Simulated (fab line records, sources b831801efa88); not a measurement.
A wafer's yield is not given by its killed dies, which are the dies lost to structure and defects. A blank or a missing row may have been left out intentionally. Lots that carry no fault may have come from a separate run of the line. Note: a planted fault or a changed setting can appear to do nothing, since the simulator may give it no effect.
Which tool is to blame?	flow gf180mcu	18 wafers sampled from 6 lots at 1 step of a route of 602

== WHAT EACH GAUGE READ, for each wafer ==
GF_STI_THK_MEAS_22.
lot	measured	on	STI_OXIDATION_01_THK (nm)
L305	day 2 13:30	film_metro-02	14.98 15.09 15.00
L308	day 3 04:46	film_metro-01	14.62 14.65 14.46
L311	day 3 21:37	film_metro-02	15.52 15.58 15.65
L319	day 5 14:49	film_metro-04	15.32 15.05 15.25
L324	day 6 15:07	film_metro-04	14.98 14.78 14.95
L326	day 7 01:41	film_metro-01	15.42 15.37 15.34

== WHAT TOOL EACH LOT RAN ON (gives the tool, then ch and the chambers of the sampled wafers, and finally the start) ==
The record holds no process step before these readings.

== THE ANSWER, worked out from the rows above alone ==
Rule: the usual values come from the lots themselves. The widest of any qualifying gaps counts: lots, ordered by their means at a reading, are off when they make up no more than a third of the lots, leave a main group of 4 or more, and stand apart from it by 3 or more times the standard deviation of that group's means. The tables above print the reading to a certain number of digits; a main group whose means all agree to those digits is not used. A lot without any number at a reading at which 4 lots or more have one is off too. Where the step has rows for the other lots, those lots are counted as sound.
No lot is off at any reading shown: from this, nothing can be told.

== WHAT HAD BEEN PUT IN BY THE SIMULATOR ==
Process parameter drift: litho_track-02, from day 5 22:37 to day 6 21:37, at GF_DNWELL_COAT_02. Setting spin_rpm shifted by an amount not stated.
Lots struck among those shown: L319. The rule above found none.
